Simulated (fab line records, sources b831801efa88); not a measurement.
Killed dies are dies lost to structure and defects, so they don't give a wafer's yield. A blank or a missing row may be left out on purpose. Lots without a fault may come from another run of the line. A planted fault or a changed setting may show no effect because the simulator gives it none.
fab line records | flow gf180mcu
record lots=5 wafers=15 last_day=32
route steps=602 shown HV_LDD@217 NSD@235 PSD@248
lots that met no fault: from a run of the same line without faults
start_h: hours from the record's first day to the start of the lot's first wafer shown | wait_h: hours since the lot's step before | " the same as in the row above | L1.1+2: a row that stands for several wafers | - no value, or no start given | * or withheld: withheld | < > ~ a bound
route shown NAME@n: a module of which the file shows steps, and the number in the route of the first | usual: mean/standard deviation of fault-free wafers | same: alike in all rows | chamber/n: place in a boat | sites: the reading at each site | _std_site: their standard deviation | _edge_site: outer sites' mean less inner sites' | radius_mm: how far each site lies from the wafer's centre | mask NAME#n: copy n | behind: the tool/chamber that last shaped the wafer | hold: why the lot was held/for how many hours/how that ended | device: the transistor (n, p or np) that didn't switch | end of line: the same wafers' tests at the end of the route | a step without rows: its recipe alone | killed: dies lost to structure and defects at the first sort, not the wafer's yield | map: a wafer's dies, x killed, . not, _ none there
set.NAME: the setting as run; set.NAME@STEP: as run at that earlier step | model.NAME: the simulator's own value behind a step, which no gauge read
lots at some steps of the route; a table a step, a row a wafer
services: from which hour (start_h, from the record's first day; less than 0 if before it) a tool's chamber was out of use, for how many hours, and why
## steps
# step GF_HV_LDD_COAT_41
# recipe resist=NOVOLAK spin_rpm=3000 resist_thk_nm=1000
# columns lot.wafer tool chamber start_h wait_h
L074.1+3+5 litho_track-02 0 258.87 0.1
L084.2+4+6 litho_track-04 0 338.77 0.1
L086.1+2+6 litho_track-01 0 355.17 0.1
L088.2+3+5 litho_track-02 0 377.79 0.1
L089.2+3+4 litho_track-04 0 386.87 0.1
# step GF_HV_LDD_SOFTBAKE_42
# recipe temp_c=90 time_s=60 resist=NOVOLAK
# usual heater_power_total_W=56.59/0.044
# columns lot.wafer tool chamber start_h wait_h heater_power_total_W
L074.1 litho_track-02 0 259.02 0.1 56.66
L074.3 " 0 " " 56.57
L074.5 " 0 " " 56.52
L084.2 litho_track-04 0 338.92 0.1 56.60
L084.4 " 0 " " 56.64
L084.6 " 0 " " 56.59
L086.1 litho_track-01 0 355.32 0.1 56.60
L086.2 " 0 " " 56.57
L086.6 " 0 " " 56.60
L088.2 litho_track-02 0 377.94 0.1 56.56
L088.3 " 0 " " 56.59
L088.5 " 0 " " 56.51
L089.2 litho_track-04 0 387.02 0.1 56.61
L089.3 " 0 " " 56.65
L089.4 " 0 " " 56.52
# step GF_HV_LDD_EXPOSE_43
# recipe mask_id=Pplus_HV_AREA target_cd_nm=400 na=0.6 source_shape=conventional sigma_outer=0.6 dose_mj=140
# columns lot.wafer tool chamber start_h wait_h mask
L074.1+3+5 iline_stepper-02 0 - - Pplus_HV_AREA#0
L084.2+4+6 iline_stepper-02 0 - - Pplus_HV_AREA#0
L086.1+2+6 iline_stepper-02 0 - - Pplus_HV_AREA#0
L088.2+3+5 iline_stepper-02 0 - - Pplus_HV_AREA#0
L089.2+3+4 iline_stepper-02 0 - - Pplus_HV_AREA#0
# step GF_HV_LDD_PEB_44
# recipe temp_c=withheld time_s=* resist=NOVOLAK
# columns lot.wafer tool chamber start_h wait_h
L074.1+3+5 litho_track-02 0 - -
L084.2+4+6 litho_track-01 0 - -
L086.1+2+6 litho_track-01 0 - -
L088.2+3+5 litho_track-01 0 - -
L089.2+3+4 litho_track-02 0 - -
# step GF_HV_LDD_DEVELOP_45
# recipe develop_time_s=60 dev_temp_c=23
# columns lot.wafer tool chamber start_h wait_h
L074.1+3+5 litho_track-02 0 268.47 0.1
L084.2+4+6 litho_track-01 0 348.84 0.1
L086.1+2+6 litho_track-01 0 366.12 0.1
L088.2+3+5 litho_track-01 0 388.94 0.1
L089.2+3+4 litho_track-02 0 398.39 0.1
# step GF_HV_LDD_CD_MEAS_46
# recipe target_cd_nm=400
# usual cd_nm=399.8/2.4
# columns lot.wafer tool chamber start_h wait_h cd_nm
L074.1 cd_sem-01 - 268.62 0.1 399.0
L074.3 " - " " 401.8
L074.5 " - " " 398.9
L084.2 cd_sem-02 - 348.99 0.1 400.3
L084.4 " - " " 401.9
L084.6 " - " " 401.7
L086.1 cd_sem-02 - 366.27 0.1 400.4
L086.2 " - " " 399.5
L086.6 " - " " 399.5
L088.2 cd_sem-02 - 389.09 0.1 402.5
L088.3 " - " " 400.1
L088.5 " - " " 405.0
L089.2 cd_sem-01 - 398.54 0.1 400.1
L089.3 " - " " 401.5
L089.4 " - " " 400.2
# step GF_HV_LDD_OVL_MEAS_47
# usual HV_LDD_03_OVL=-0.1/1.4
# columns lot.wafer tool chamber start_h wait_h HV_LDD_03_OVL[nm]
L074.1 overlay-02 - 268.74 0.1 0.8
L074.3 " - " " 2.2
L074.5 " - " " 1.6
L084.2 overlay-01 - 349.09 0.1 -0.4
L084.4 " - " " 0.9
L084.6 " - " " 1.0
L086.1 overlay-01 - 366.39 0.1 -3.0
L086.2 " - " " -0.8
L086.6 " - " " -2.0
L088.2 overlay-01 - 389.19 0.1 -4.0
L088.3 " - " " -2.1
L088.5 " - " " -0.5
L089.2 overlay-02 - 398.64 0.1 -2.0
L089.3 " - " " -0.5
L089.4 " - " " -1.1
# step GF_HV_LDD_IMPLANT_48
# recipe species=B energy_kev=25 dose_cm2=3e+13 tilt_deg=7
# columns lot.wafer tool chamber start_h wait_h
L074.1+3+5 implanter-03 0 268.78 0.0
L084.2+4+6 implanter-01 0 349.15 0.0
L086.1+2+6 implanter-02 0 366.42 0.0
L088.2+3+5 implanter-01 0 389.25 0.0
L089.2+3+4 implanter-01 0 398.70 0.0
# step GF_HV_LDD_STRIP_49
# recipe chemistry=O2/N2 power_w=1400 pressure_mtorr=1500 platen_temp_c=250 o2_flow_sccm=3000 n2_flow_sccm=300 overash_fraction=0.5
# usual drypump_motor_current_A=5.81/0.27 heater_power_w=355/38 oes_product_au=0.716/0.0049 strip_time_to_endpoint_s=12.634/0.028
# columns lot.wafer tool chamber start_h wait_h drypump_motor_current_A heater_power_w oes_product_au rf_hours_counter_h strip_time_to_endpoint_s
L074.1 plasma_asher-02 0 268.93 0.1 5.94 319 0.719 14 12.639
L074.3 " 0 " " 5.95 319 0.715 - 12.679
L074.5 " 1 " " 6.08 308 0.723 - 12.706
L084.2 plasma_asher-02 1 349.27 0.1 6.13 311 0.712 24 12.589
L084.4 " 1 " " 6.10 300 0.713 - 12.567
L084.6 " 1 " " 6.11 317 0.710 - 12.577
L086.1 plasma_asher-01 0 366.57 0.1 5.88 410 0.723 73 12.640
L086.2 " 1 " " 5.55 373 0.716 73 12.647
L086.6 " 1 " " 5.53 381 0.722 - 12.638
L088.2 plasma_asher-03 1 389.37 0.1 6.07 342 0.719 58 12.693
L088.3 " 1 " " 6.05 334 0.709 - 12.658
L088.5 " 1 " " 6.06 342 0.718 - 12.650
L089.2 plasma_asher-01 0 398.82 0.1 5.88 403 0.711 76 12.629
L089.3 " 0 " " 5.83 417 0.720 - 12.638
L089.4 " 1 " " 5.55 375 0.717 - 12.627
# step GF_HV_LDD_TW_MEAS_50
# usual HV_LDD_4_TW=571/5.6
# columns lot.wafer tool chamber start_h wait_h HV_LDD_4_TW
L074.1 film_metro-03 - 269.03 0.1 570
L074.3 " - " " 567
L074.5 " - " " 564
L084.2 film_metro-03 - 349.38 0.1 567
L084.4 " - " " 572
L084.6 " - " " 567
L086.1 film_metro-01 - 366.67 0.1 564
L086.2 " - " " 566
L086.6 " - " " 571
L088.2 film_metro-03 - 389.48 0.1 571
L088.3 " - " " 570
L088.5 " - " " 570
L089.2 film_metro-03 - 398.93 0.1 572
L089.3 " - " " 570
L089.4 " - " " 569
# step GF_HV_LDD_CLEAN_51
# recipe chemistry=SC1/SC2 mix=1:4:20 temp_c=70 time_s=150 dry=n2_spin
# columns lot.wafer tool chamber start_h wait_h
L074.1+3+5 wet_bench-03 2 269.09 0.1
L084.2+4+6 wet_bench-04 1 349.43 0.0
L086.1+2+6 wet_bench-04 0 366.73 0.1
L088.2+3+5 wet_bench-03 2 389.53 0.0
L089.2+3+4 wet_bench-03 2 398.98 0.0
# step GF_HV_LDD_RTA_52
# recipe temp_c=1000 time_s=10 ambient=N2
# usual lamp_power_pct=30.2/2.6 wafer_temp_C_max=1004.0/0.88
# columns lot.wafer tool chamber start_h wait_h lamp_power_pct wafer_temp_C_max
L074.1 rtp_anneal-01 0 269.19 0.0 33.0 1003.9
L074.3 " 0 " " 32.9 1005.3
L074.5 " 0 " " 33.0 1005.0
L084.2 rtp_anneal-02 0 349.49 0.0 27.8 1003.4
L084.4 " 0 " " 27.8 1004.8
L084.6 " 0 " " 27.8 1002.7
L086.1 rtp_anneal-01 0 366.83 0.0 32.9 1004.1
L086.2 " 0 " " 33.0 1002.9
L086.6 " 0 " " 33.0 1003.0
L088.2 rtp_anneal-02 0 389.59 0.0 27.8 1004.1
L088.3 " 0 " " 27.8 1003.9
L088.5 " 0 " " 27.8 1006.5
L089.2 rtp_anneal-02 0 399.04 0.0 27.8 1004.2
L089.3 " 0 " " 27.8 1004.4
L089.4 " 0 " " 27.8 1008.3
# step GF_HV_LDD_RS_MEAS_53
# recipe thk_meas_gauge=four-point-probe
# usual HV_LDD_RS=419.8/0.9
# columns lot.wafer tool chamber start_h wait_h HV_LDD_RS[ohm/sq]
L074.1 film_metro-01 - 269.25 0.1 420.4
L074.3 " - " " 419.6
L074.5 " - " " 419.4
L084.2 film_metro-04 - 349.57 0.1 419.5
L084.4 " - " " 419.9
L084.6 " - " " 420.0
L086.1 film_metro-03 - 366.90 0.1 417.3
L086.2 " - " " 418.4
L086.6 " - " " 417.2
L088.2 film_metro-04 - 389.67 0.1 420.4
L088.3 " - " " 419.8
L088.5 " - " " 419.8
L089.2 film_metro-01 - 399.12 0.1 420.5
L089.3 " - " " 420.1
L089.4 " - " " 418.9
# step GF_HV_LDD_CVD_54
# recipe material=SiO2 target_thk_nm=10 precursor=TEOS temp_c=680 time_s=75 pressure_mtorr=400
# usual spike_tc_centre_C=681.7/1.6 susceptor_temp_C=679.99/0.26
# columns lot.wafer tool chamber start_h wait_h spike_tc_centre_C susceptor_temp_C
L074.1 lpcvd-02 0 269.37 0.1 682.7 680.02
L074.3 " 0 " " 683.5 679.71
L074.5 " 0 " " 682.5 680.04
L084.2 lpcvd-01 1 349.67 0.1 679.7 680.09
L084.4 " 1 " " 681.4 679.86
L084.6 " 1 " " 680.6 679.98
L086.1 lpcvd-02 0 367.02 0.1 683.2 679.74
L086.2 " 0 " " 683.6 680.37
L086.6 " 0 " " 682.9 680.15
L088.2 lpcvd-01 1 389.77 0.1 681.1 679.82
L088.3 " 1 " " 680.2 680.14
L088.5 " 1 " " 680.1 679.79
L089.2 lpcvd-01 0 399.22 0.1 683.1 680.04
L089.3 " 0 " " 683.6 680.00
L089.4 " 0 " " 683.3 680.19
# step GF_HV_LDD_THK_MEAS_55
# recipe reads=SiO2_of_HV_LDD_CVD_54
# usual HV_LDD_CVD_54_THK=9.99/0.13
# columns lot.wafer tool chamber start_h wait_h HV_LDD_CVD_54_THK[nm]
L074.1 film_metro-03 - 270.39 0.0 10.07
L074.3 " - " " 10.15
L074.5 " - " " 10.28
L084.2 film_metro-01 - 351.21 0.0 9.96
L084.4 " - " " 10.13
L084.6 " - " " 9.98
L086.1 film_metro-04 - 368.04 0.0 10.16
L086.2 " - " " 10.17
L086.6 " - " " 10.15
L088.2 film_metro-01 - 390.80 0.0 10.18
L088.3 " - " " 10.06
L088.5 " - " " 10.11
L089.2 film_metro-04 - 400.25 0.0 9.84
L089.3 " - " " 9.88
L089.4 " - " " 9.99
# step GF_HV_LDD_CVD_56
# recipe material=Si3N4 precursor=DCS/NH3 target_thk_nm=90 temp_c=770 time_s=1543 pressure_mtorr=250
# usual spike_tc_centre_C=771.5/1.6 susceptor_temp_C=770.0/0.37
# columns lot.wafer tool chamber start_h wait_h spike_tc_centre_C susceptor_temp_C
L074.1 lpcvd-02 1 270.45 0.1 770.3 770.3
L074.3 " 1 " " 768.7 770.3
L074.5 " 1 " " 770.3 770.1
L084.2 lpcvd-02 0 351.26 0.0 770.4 770.3
L084.4 " 0 " " 773.9 769.9
L084.6 " 0 " " 773.3 769.6
L086.1 lpcvd-02 0 368.10 0.1 772.4 769.9
L086.2 " 0 " " 772.0 770.2
L086.6 " 0 " " 773.0 769.3
L088.2 lpcvd-02 0 390.85 0.0 773.1 770.6
L088.3 " 0 " " 771.5 770.6
L088.5 " 0 " " 770.7 770.4
L089.2 lpcvd-02 1 400.30 0.0 770.6 769.7
L089.3 " 1 " " 770.5 769.4
L089.4 " 1 " " 771.0 769.6
# step GF_HV_LDD_THK_MEAS_57
# recipe reads=Si3N4_of_HV_LDD_CVD_56
# usual HV_LDD_CVD_56_THK=90.1/0.75
# columns lot.wafer tool chamber start_h wait_h HV_LDD_CVD_56_THK[nm]
L074.1 film_metro-03 - 271.88 0.0 90.0
L074.3 " - " " 89.7
L074.5 " - " " 90.8
L084.2 film_metro-04 - 352.70 0.0 90.2
L084.4 " - " " 90.3
L084.6 " - " " 89.9
L086.1 film_metro-01 - 369.53 0.0 90.5
L086.2 " - " " 90.2
L086.6 " - " " 88.6
L088.2 film_metro-04 - 393.00 0.0 91.2
L088.3 " - " " 91.3
L088.5 " - " " 92.3
L089.2 film_metro-01 - 402.45 0.0 90.1
L089.3 " - " " 90.1
L089.4 " - " " 89.6
# step GF_HV_LDD_ETCHBACK_58
# recipe chemistry=CH3F/O2 target=Si3N4 stop_on=SiO2 source_w=400 bias_w=80 pressure_mtorr=25 ch3f_flow_sccm=40 O2_flow_sccm=30 time_s=100 target_depth_a=900
# usual drypump_motor_current_A=5.5/0.45 oes_product_au=0.843/0.006 throttle_valve_pct=10.562/0.0091
# columns lot.wafer tool chamber start_h wait_h drypump_motor_current_A oes_product_au rf_hours_counter_h throttle_valve_pct
L074.1 rie_diel-01 3 271.94 0.1 5.4 0.841 13 10.555
L074.3 " 2 " " 6.3 0.841 34 10.559
L074.5 " 1 " " 4.9 0.848 - 10.555
L084.2 rie_diel-01 1 352.75 0.0 4.9 0.848 40 10.554
L084.4 " 0 " " 5.6 0.841 32 10.566
L084.6 " 3 " " 5.3 0.838 - 10.572
L086.1 rie_diel-02 3 369.59 0.1 5.1 0.858 74 10.576
L086.2 " 2 " " 5.5 0.852 6 10.558
L086.6 " 2 " " 5.5 0.832 - 10.566
L088.2 rie_diel-01 1 393.05 0.0 4.9 0.848 41 10.563
L088.3 " 0 " " 5.5 0.851 33 10.564
L088.5 " 2 " " 6.4 0.846 - 10.583
L089.2 rie_diel-02 2 402.50 0.0 5.5 0.841 7 10.569
L089.3 " 1 " " 5.7 0.844 45 10.556
L089.4 " 0 " " 5.0 0.841 6 10.553
# step GF_NSD_DEHYDRATE_00
# recipe temp_c=200 time_s=60
# usual heater_power_total_W=160.37/0.13
# columns lot.wafer tool chamber start_h wait_h heater_power_total_W
L074.1 litho_track-03 0 280.50 8.5 160.42
L074.3 " 0 " " 160.57
L074.5 " 0 " " 160.38
L084.2 litho_track-03 0 362.52 9.7 160.34
L084.4 " 0 " " 160.38
L084.6 " 0 " " 160.18
L086.1 litho_track-04 0 380.09 10.5 160.40
L086.2 " 0 " " 160.58
L086.6 " 0 " " 160.42
L088.2 litho_track-01 0 404.34 11.3 160.52
L088.3 " 0 " " 160.50
L088.5 " 0 " " 160.52
L089.2 litho_track-01 0 413.39 10.9 160.23
L089.3 " 0 " " 160.16
L089.4 " 0 " " 160.39
# step GF_NSD_HMDS_01
# recipe prime_time_s=60 prime_temp_c=120
# columns lot.wafer tool chamber start_h wait_h
L074.1+3+5 litho_track-03 0 280.65 0.1
L084.2+4+6 litho_track-03 0 362.67 0.1
L086.1+2+6 litho_track-04 0 380.24 0.1
L088.2+3+5 litho_track-01 0 404.49 0.1
L089.2+3+4 litho_track-01 0 413.54 0.1
# step GF_NSD_COAT_02
# recipe resist=NOVOLAK spin_rpm=3000 resist_thk_nm=1000
# columns lot.wafer tool chamber start_h wait_h
L074.1+3+5 litho_track-03 0 280.80 0.1
L084.2+4+6 litho_track-03 0 362.82 0.1
L086.1+2+6 litho_track-04 0 380.39 0.1
L088.2+3+5 litho_track-01 0 404.64 0.1
L089.2+3+4 litho_track-01 0 413.69 0.1
# step GF_NSD_SOFTBAKE_03
# recipe temp_c=90 time_s=60 resist=NOVOLAK
# usual heater_power_total_W=56.59/0.046
# columns lot.wafer tool chamber start_h wait_h heater_power_total_W
L074.1 litho_track-03 0 280.95 0.1 56.67
L074.3 " 0 " " 56.67
L074.5 " 0 " " 56.56
L084.2 litho_track-03 0 362.97 0.1 56.54
L084.4 " 0 " " 56.59
L084.6 " 0 " " 56.51
L086.1 litho_track-04 0 380.54 0.1 56.56
L086.2 " 0 " " 56.56
L086.6 " 0 " " 56.65
L088.2 litho_track-01 0 404.79 0.1 56.68
L088.3 " 0 " " 56.57
L088.5 " 0 " " 56.56
L089.2 litho_track-01 0 413.84 0.1 56.64
L089.3 " 0 " " 56.62
L089.4 " 0 " " 56.63
# step GF_NSD_EXPOSE_04
# recipe mask_id=Nplus target_cd_nm=400 na=0.6 source_shape=conventional sigma_outer=0.6 dose_mj=140
# columns lot.wafer tool chamber start_h wait_h mask
L074.1+3+5 iline_stepper-01 0 - - Nplus#0
L084.2+4+6 iline_stepper-02 0 - - Nplus#0
L086.1+2+6 iline_stepper-01 0 - - Nplus#0
L088.2+3+5 iline_stepper-01 0 - - Nplus#0
L089.2+3+4 iline_stepper-02 0 - - Nplus#0
# step GF_NSD_PEB_05
# recipe temp_c=withheld time_s=* resist=NOVOLAK
# columns lot.wafer tool chamber start_h wait_h
L074.1+3+5 litho_track-03 0 - -
L084.2+4+6 litho_track-04 0 - -
L086.1+2+6 litho_track-01 0 - -
L088.2+3+5 litho_track-04 0 - -
L089.2+3+4 litho_track-04 0 - -
# step GF_NSD_DEVELOP_06
# recipe develop_time_s=62.62 dev_temp_c=23
# columns lot.wafer tool chamber start_h wait_h
L074.1+3+5 litho_track-03 0 290.30 0.1
L084.2+4+6 litho_track-04 0 373.67 0.1
L086.1+2+6 litho_track-01 0 392.02 0.1
L088.2+3+5 litho_track-04 0 415.62 0.1
L089.2+3+4 litho_track-04 0 426.02 0.1
# step GF_NSD_CD_MEAS_07
# recipe target_cd_nm=400
# usual cd_nm=399.8/2.1
# columns lot.wafer tool chamber start_h wait_h cd_nm
L074.1 cd_sem-01 - 290.45 0.1 397.2
L074.3 " - " " 399.8
L074.5 " - " " 400.0
L084.2 cd_sem-01 - 373.81 0.1 400.7
L084.4 " - " " 399.7
L084.6 " - " " 400.1
L086.1 cd_sem-01 - 392.17 0.1 398.8
L086.2 " - " " 398.1
L086.6 " - " " 398.2
L088.2 cd_sem-01 - 415.76 0.1 398.6
L088.3 " - " " 400.7
L088.5 " - " " 397.8
L089.2 cd_sem-01 - 426.16 0.1 394.0
L089.3 " - " " 395.5
L089.4 " - " " 396.6
# step GF_NSD_OVL_MEAS_08
# usual NSD_OVL=0.0/1.2
# columns lot.wafer tool chamber start_h wait_h NSD_OVL[nm]
L074.1 overlay-01 - 290.57 0.1 -0.8
L074.3 " - " " 1.4
L074.5 " - " " 1.1
L084.2 overlay-01 - 373.92 0.1 2.9
L084.4 " - " " 1.7
L084.6 " - " " 0.3
L086.1 overlay-02 - 392.29 0.1 0.5
L086.2 " - " " -1.1
L086.6 " - " " 0.3
L088.2 overlay-01 - 415.87 0.1 -2.5
L088.3 " - " " -0.1
L088.5 " - " " -1.5
L089.2 overlay-01 - 426.27 0.1 -1.6
L089.3 " - " " -0.3
L089.4 " - " " -0.2
# step GF_NSD_IMPLANT_09
# recipe species=As energy_kev=60 dose_cm2=4e+15 tilt_deg=7
# columns lot.wafer tool chamber start_h wait_h
L074.1+3+5 implanter-04 0 290.60 0.0
L084.2+4+6 implanter-01 0 373.97 0.0
L086.1+2+6 implanter-02 0 392.32 0.0
L088.2+3+5 implanter-04 0 415.92 0.0
L089.2+3+4 implanter-04 0 426.32 0.0
# step GF_NSD_IMPLANT_10
# recipe species=P energy_kev=40 dose_cm2=5e+14 tilt_deg=7
# columns lot.wafer tool chamber start_h wait_h
L074.1+3+5 implanter-04 0 290.75 0.1
L084.2+4+6 implanter-01 0 374.12 0.1
L086.1+2+6 implanter-02 0 392.47 0.1
L088.2+3+5 implanter-04 0 416.07 0.1
L089.2+3+4 implanter-04 0 426.47 0.1
# step GF_NSD_STRIP_11
# recipe chemistry=O2/N2 power_w=1400 pressure_mtorr=1500 platen_temp_c=250 o2_flow_sccm=3000 n2_flow_sccm=300 overash_fraction=0.5
# usual drypump_motor_current_A=6.02/0.28 heater_power_w=352/40 oes_product_au=0.486/0.0048 strip_time_to_endpoint_s=22.94/0.036
# columns lot.wafer tool chamber start_h wait_h drypump_motor_current_A heater_power_w oes_product_au rf_hours_counter_h strip_time_to_endpoint_s
L074.1 plasma_asher-04 1 290.90 0.1 6.09 318 0.481 65 22.99
L074.3 " 1 " " 6.09 319 0.480 - 22.98
L074.5 " 1 " " 6.06 320 0.486 - 22.93
L084.2 plasma_asher-03 0 374.25 0.1 5.31 358 0.486 56 22.93
L084.4 " 1 " " 6.08 329 0.484 - 22.95
L084.6 " 0 " " 5.35 355 0.487 - 22.96
L086.1 plasma_asher-03 0 392.62 0.1 5.31 363 0.484 58 22.96
L086.2 " 1 " " 6.06 330 0.481 58 22.97
L086.6 " 0 " " 5.32 368 0.492 - 22.95
L088.2 plasma_asher-02 1 416.20 0.1 6.14 307 0.488 31 22.92
L088.3 " 0 " " 5.93 307 0.484 - 22.92
L088.5 " 1 " " 6.13 307 0.486 - 22.93
L089.2 plasma_asher-04 0 426.60 0.1 6.27 413 0.486 79 22.92
L089.3 " 1 " " 6.06 330 0.487 - 22.96
L089.4 " 0 " " 6.26 411 0.486 - 22.94
# step GF_NSD_TW_MEAS_12
# usual NSD_TW=4238/50
# columns lot.wafer tool chamber start_h wait_h NSD_TW
L074.1 film_metro-01 - 291.00 0.1 4216
L074.3 " - " " 4208
L074.5 " - " " 4218
L084.2 film_metro-04 - 374.36 0.1 4313
L084.4 " - " " 4325
L084.6 " - " " 4316
L086.1 film_metro-01 - 392.72 0.1 4208
L086.2 " - " " 4218
L086.6 " - " " 4198
L088.2 film_metro-02 - 416.31 0.1 4193
L088.3 " - " " 4195
L088.5 " - " " 4194
L089.2 film_metro-02 - 426.71 0.1 4192
L089.3 " - " " 4175
L089.4 " - " " 4180
# step GF_PSD_DEHYDRATE_00
# recipe temp_c=200 time_s=60
# usual heater_power_total_W=160.38/0.13
# columns lot.wafer tool chamber start_h wait_h heater_power_total_W
L074.1 litho_track-04 0 299.79 8.8 160.49
L074.3 " 0 " " 160.36
L074.5 " 0 " " 160.43
L084.2 litho_track-04 0 385.27 10.9 160.40
L084.4 " 0 " " 160.38
L084.6 " 0 " " 160.32
L086.1 litho_track-04 0 403.74 11.0 160.39
L086.2 " 0 " " 160.55
L086.6 " 0 " " 160.44
L088.2 litho_track-03 0 427.52 11.2 160.37
L088.3 " 0 " " 160.30
L088.5 " 0 " " 160.56
L089.2 litho_track-02 0 437.94 11.2 160.44
L089.3 " 0 " " 160.50
L089.4 " 0 " " 160.58
# step GF_PSD_HMDS_01
# recipe prime_time_s=60 prime_temp_c=120
# columns lot.wafer tool chamber start_h wait_h
L074.1+3+5 litho_track-04 0 299.94 0.1
L084.2+4+6 litho_track-04 0 385.42 0.1
L086.1+2+6 litho_track-04 0 403.89 0.1
L088.2+3+5 litho_track-03 0 427.67 0.1
L089.2+3+4 litho_track-02 0 438.09 0.1
# step GF_PSD_COAT_02
# recipe resist=NOVOLAK spin_rpm=3025 resist_thk_nm=1000
# columns lot.wafer tool chamber start_h wait_h
L074.1+3+5 litho_track-04 0 300.09 0.1
L084.2+4+6 litho_track-04 0 385.57 0.1
L086.1+2+6 litho_track-04 0 404.04 0.1
L088.2+3+5 litho_track-03 0 427.82 0.1
L089.2+3+4 litho_track-02 0 438.24 0.1
# step GF_PSD_SOFTBAKE_03
# recipe temp_c=90 time_s=60 resist=NOVOLAK
# usual heater_power_total_W=56.59/0.048
# columns lot.wafer tool chamber start_h wait_h heater_power_total_W
L074.1 litho_track-04 0 300.24 0.1 56.56
L074.3 " 0 " " 56.61
L074.5 " 0 " " 56.50
L084.2 litho_track-04 0 385.72 0.1 56.61
L084.4 " 0 " " 56.64
L084.6 " 0 " " 56.62
L086.1 litho_track-04 0 404.19 0.1 56.59
L086.2 " 0 " " 56.67
L086.6 " 0 " " 56.64
L088.2 litho_track-03 0 427.97 0.1 56.56
L088.3 " 0 " " 56.53
L088.5 " 0 " " 56.55
L089.2 litho_track-02 0 438.39 0.1 56.57
L089.3 " 0 " " 56.60
L089.4 " 0 " " 56.59
# step GF_PSD_EXPOSE_04
# recipe mask_id=Pplus target_cd_nm=400 na=0.6 source_shape=conventional sigma_outer=0.6 dose_mj=140
# columns lot.wafer tool chamber start_h wait_h mask
L074.1+3+5 iline_stepper-02 0 - - Pplus#0
L084.2+4+6 iline_stepper-01 0 - - Pplus#0
L086.1+2+6 iline_stepper-01 0 - - Pplus#0
L088.2+3+5 iline_stepper-01 0 - - Pplus#0
L089.2+3+4 iline_stepper-01 0 - - Pplus#0
# step GF_PSD_PEB_05
# recipe temp_c=withheld time_s=* resist=NOVOLAK
# columns lot.wafer tool chamber start_h wait_h
L074.1+3+5 litho_track-03 0 - -
L084.2+4+6 litho_track-04 0 - -
L086.1+2+6 litho_track-03 0 - -
L088.2+3+5 litho_track-03 0 - -
L089.2+3+4 litho_track-04 0 - -
# step GF_PSD_DEVELOP_06
# recipe develop_time_s=60 dev_temp_c=23
# columns lot.wafer tool chamber start_h wait_h
L074.1+3+5 litho_track-03 0 310.25 0.1
L084.2+4+6 litho_track-04 0 397.32 0.1
L086.1+2+6 litho_track-03 0 415.15 0.1
L088.2+3+5 litho_track-03 0 439.32 0.1
L089.2+3+4 litho_track-04 0 450.72 0.1
# step GF_PSD_CD_MEAS_07
# recipe target_cd_nm=400
# usual cd_nm=401.1/2.2
# columns lot.wafer tool chamber start_h wait_h cd_nm
L074.1 cd_sem-02 - 310.40 0.1 400.8
L074.3 " - " " 399.8
L074.5 " - " " 398.4
L084.2 cd_sem-01 - 397.46 0.1 399.2
L084.4 " - " " 398.6
L084.6 " - " " 398.9
L086.1 cd_sem-01 - 415.30 0.1 406.0
L086.2 " - " " 402.9
L086.6 " - " " 402.1
L088.2 cd_sem-02 - 439.46 0.1 396.4
L088.3 " - " " 397.5
L088.5 " - " " 399.4
L089.2 cd_sem-02 - 450.86 0.1 402.4
L089.3 " - " " 401.5
L089.4 " - " " 402.7
# step GF_PSD_OVL_MEAS_08
# usual PSD_OVL=-0.4/1.4
# columns lot.wafer tool chamber start_h wait_h PSD_OVL[nm]
L074.1 overlay-01 - 310.52 0.1 -2.2
L074.3 " - " " -2.3
L074.5 " - " " -3.0
L084.2 overlay-02 - 397.57 0.1 -1.5
L084.4 " - " " -0.4
L084.6 " - " " 0.2
L086.1 overlay-01 - 415.42 0.1 -1.3
L086.2 " - " " -1.5
L086.6 " - " " 1.0
L088.2 overlay-02 - 439.57 0.1 0.0
L088.3 " - " " 1.1
L088.5 " - " " -1.4
L089.2 overlay-02 - 450.97 0.1 -0.9
L089.3 " - " " -1.1
L089.4 " - " " -1.5
# step GF_PSD_IMPLANT_09
# recipe species=BF2 energy_kev=40 dose_cm2=1.5e+15 tilt_deg=7
# columns lot.wafer tool chamber start_h wait_h
L074.1+3+5 implanter-03 0 310.55 0.0
L084.2+4+6 implanter-03 0 397.62 0.0
L086.1+2+6 implanter-01 0 415.45 0.0
L088.2+3+5 implanter-04 0 439.63 0.0
L089.2+3+4 implanter-01 0 451.02 0.0
# step GF_PSD_STRIP_10
# recipe chemistry=O2/N2 power_w=1400 pressure_mtorr=1500 platen_temp_c=250 o2_flow_sccm=3000 n2_flow_sccm=300 overash_fraction=0.5
# usual drypump_motor_current_A=5.9/0.31 heater_power_w=371/36 oes_product_au=0.591/0.0042 strip_time_to_endpoint_s=16.46/0.039
# columns lot.wafer tool chamber start_h wait_h drypump_motor_current_A heater_power_w oes_product_au rf_hours_counter_h strip_time_to_endpoint_s
L074.1 plasma_asher-03 1 310.70 0.1 6.1 334 0.586 49 16.45
L074.3 " 1 " " 6.1 333 0.588 - 16.42
L074.5 " 1 " " 6.1 336 0.585 - 16.45
L084.2 plasma_asher-01 0 397.75 0.1 5.9 409 0.597 76 16.47
L084.4 " 0 " " 5.9 408 0.601 - 16.47
L084.6 " 0 " " 5.9 412 0.591 - 16.45
L086.1 plasma_asher-01 0 415.60 0.1 5.8 411 0.596 78 16.44
L086.2 " 1 " " 5.5 381 0.591 78 16.45
L086.6 " 1 " " 5.5 378 0.591 - 16.45
L088.2 plasma_asher-04 1 439.75 0.1 6.1 321 0.594 80 16.47
L088.3 " 1 " " 6.1 323 0.594 - 16.47
L088.5 " 1 " " 6.1 318 0.590 - 16.48
L089.2 plasma_asher-04 1 451.15 0.1 6.1 326 0.597 81 16.44
L089.3 " 1 " " 6.1 326 0.595 - 16.49
L089.4 " 0 " " 6.3 412 0.595 - 16.47
## services
# columns tool chamber start_h hours kind
implanter-03 - 255.34 2.7 pm
rie_diel-01 1 256.47 10.2 repair
plasma_asher-03 - 266.85 33.5 repair
implanter-04 - 267.19 2.6 repair
wet_bench-03 - 273.72 1.6 repair
iline_stepper-01 - 278.81 1.9 repair
implanter-04 - 283.15 2.0 repair
plasma_asher-02 - 299.49 4.1 repair
iline_stepper-01 - 311.91 1.7 pm
plasma_asher-04 - 317.19 0.8 repair
implanter-02 - 322.56 7.7 repair
wet_bench-03 - 325.39 2.8 repair
implanter-03 - 328.12 1.6 repair
implanter-01 - 330.13 2.0 repair
iline_stepper-02 - 331.50 2.1 pm
implanter-02 - 336.15 2.7 pm
lpcvd-01 - 347.07 0.8 pm
implanter-04 - 355.03 3.1 repair
wet_bench-03 - 365.70 1.8 repair
plasma_asher-04 - 372.44 2.8 pm
iline_stepper-02 - 380.51 1.7 pm
plasma_asher-01 - 421.25 9.0 pm
iline_stepper-01 - 422.75 4.0 repair
iline_stepper-02 - 425.63 2.8 repair
## key
fault none
